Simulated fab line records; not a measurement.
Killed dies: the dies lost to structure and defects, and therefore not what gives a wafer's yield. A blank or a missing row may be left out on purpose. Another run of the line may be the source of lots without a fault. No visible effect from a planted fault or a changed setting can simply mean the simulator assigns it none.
Which tool is to blame?    flow gf180mcu    13 lots with 37 wafers sampled at 4 steps, on a route of 602 steps

## WHAT THE GAUGES SHOWED, per wafer
GF_DNWELL_TW_MEAS_09.
lot   measured     on            DNWELL_TW
L360  day 2 19:08  filmMetro-04  1337 1345 1339
L361  day 2 23:40  filmMetro-02  1340 1341 1352
L362  day 3 06:07  filmMetro-03  1330 1338 1324
L363  day 3 10:16  filmMetro-03  1336 1337 1333
L364  day 3 15:32  filmMetro-03  1334 1336 1336
L365  day 3 21:29  filmMetro-04  1349 1355 1356
L366  day 4 02:37  filmMetro-02  1343 1341 1346
L367  day 4 06:54  filmMetro-04  1350 1351 1350
L371  day 5 06:26  filmMetro-02  1336 1335
L376  day 6 08:32  filmMetro-04  1343 1336
L378  day 6 19:31  filmMetro-04  1358 1360 1352
L382  day 7 16:05  filmMetro-04  1359 1366 1365
L383  day 7 21:05  filmMetro-04  1363 1350 1360

GF_SAB_CD_MEAS_09: the cd target is 420 nm.
lot   measured      on        cdNm (nm)
L360  day 15 00:11  cdSem-01  421.9 424.0 424.0
L361  day 15 05:42  cdSem-02  419.4 420.8 418.7
L362  day 15 18:01  cdSem-02  415.6 418.4 418.0
L363  day 16 00:43  cdSem-01  423.2 421.2 421.1
L364  day 16 08:34  cdSem-01  414.6 418.3 415.9
L365  day 16 17:39  cdSem-01  421.9 421.5 420.2
L366  day 17 05:08  cdSem-02  417.9 421.1 418.7
L367  day 17 13:35  cdSem-02  421.9 420.1 422.2
L371  day 19 05:09  cdSem-01  421.1 422.1
L376  day 21 08:07  cdSem-02  417.2 416.0
L378  day 22 00:31  cdSem-01  421.2 422.7 421.2
L382  day 23 03:19  cdSem-01  421.7 424.1 419.2
L383  day 23 07:24  cdSem-02  423.1 422.3 421.8

GF_SAB_OVL_MEAS_10.
lot   measured      on          SAB_OVL (nm)
L360  day 15 00:18  overlay-01  -1.7 -1.9 -0.7
L361  day 15 05:47  overlay-01  -1.8 -0.8 -2.1
L362  day 15 18:07  overlay-01  0.5 0.9 -0.3
L363  day 16 00:49  overlay-01  -0.7 0.0 0.6
L364  day 16 08:40  overlay-01  -2.5 -0.6 -0.5
L365  day 16 17:45  overlay-01  -1.5 -0.7 -0.5
L366  day 17 05:15  overlay-02  -1.1 -1.2 -2.2
L367  day 17 13:40  overlay-01  -0.2 -0.2 -1.3
L371  day 19 05:14  overlay-01  -0.8 -0.6
L376  day 21 08:14  overlay-01  1.5 -0.2
L378  day 22 00:37  overlay-01  2.8 1.2 1.6
L382  day 23 03:25  overlay-01  -2.6 -2.7 -3.4
L383  day 23 07:31  overlay-01  0.3 0.3 0.1

## WHAT TOOL EACH LOT RAN ON (gives the tool, then ch and the chambers of the sampled wafers, and finally the start)
lot   GF_HV_LDD_SOFTBAKE_15
L360  lithoTrack-04 ch 0, day 10 09:52
L361  lithoTrack-04 ch 0, day 10 14:08
L362  lithoTrack-03 ch 0, day 11 01:57
L363  lithoTrack-04 ch 0, day 11 06:50
L364  lithoTrack-03 ch 0, day 11 12:54
L365  lithoTrack-04 ch 0, day 11 21:02
L366  lithoTrack-04 ch 0, day 12 06:10
L367  lithoTrack-03 ch 0, day 12 14:32
L371  lithoTrack-03 ch 0, day 13 22:57
L376  lithoTrack-03 ch 0, day 15 17:44
L378  lithoTrack-02 ch 0, day 16 05:25
L382  lithoTrack-04 ch 0, day 17 12:14
L383  lithoTrack-04 ch 0, day 17 17:43
- GF_HV_LDD_SOFTBAKE_15: time 60 s.

## WHAT THE TOOLS THEMSELVES READ (means of the sampled wafers that have a number; where no wafer has one, the mark that the record gives instead)
GF_HV_LDD_SOFTBAKE_15.
lot   tool           chillPlateTempC (C)  heaterPowerTotalW (W)  runLengthS (s)
L360  lithoTrack-04  23.07                56.60                  89.14
L361  lithoTrack-04  23.10                56.57                  89.09
L362  lithoTrack-03  23.08                56.57                  89.57
L363  lithoTrack-04  22.97                56.53                  89.11
L364  lithoTrack-03  23.30                56.57                  89.45
L365  lithoTrack-04  22.92                56.57                  89.23
L366  lithoTrack-04  23.09                56.60                  89.04
L367  lithoTrack-03  22.97                56.61                  89.55
L371  lithoTrack-03  23.09                56.92                  88.30
L376  lithoTrack-03  22.94                56.89                  88.34
L378  lithoTrack-02  22.92                56.62                  88.96
L382  lithoTrack-04  22.87                56.56                  89.09
L383  lithoTrack-04  23.00                56.59                  89.21

## THE ANSWER, worked out from the rows above alone
Rule: usual is defined by the lots themselves. The widest of any qualifying gaps counts: lots, ordered by their means at a reading, are off when they make up no more than a third of the lots, leave a main group of 4 or more, and stand apart from it by 3 or more times the standard deviation of that group's means. The tables above print the reading to a certain number of digits; a main group whose means all agree to those digits is not used. A lot without any number at a reading at which 4 lots or more have one is off too. All remaining lots with rows at the step are treated as sound. The gauges are gone through in route order, then the tools' own readings, and for those a lot's mean is taken as printed above. At the first step where some lot is off, the reading lying furthest off is the one used; lots without a number count as furthest.
Off at GF_HV_LDD_SOFTBAKE_15 (heaterPowerTotalW): L371, L376. Mean 56.58 W and standard deviation 0.025 in the main group.
A tool fits if, at that step or a process step before it, it ran every lot that is off, and no sound lot after the first of them. One fits: lithoTrack-03 at GF_HV_LDD_SOFTBAKE_15. Its last sound lot is L367 (day 12 14:32), its first lot that is off L371 (day 13 22:57): a fault that began between those two fits.
On the lots that are off, the tool's own readings at GF_HV_LDD_SOFTBAKE_15 differ by more than 5 times the standard deviation of the sound lots' means, which bears it out; heaterPowerTotalW reads 56.91 W there versus 56.58 W on the sound lots.

## WHAT THE SIMULATOR PUT IN
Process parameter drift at GF_HV_LDD_SOFTBAKE_15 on lithoTrack-03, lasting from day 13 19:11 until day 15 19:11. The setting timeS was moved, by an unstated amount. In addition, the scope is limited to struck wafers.
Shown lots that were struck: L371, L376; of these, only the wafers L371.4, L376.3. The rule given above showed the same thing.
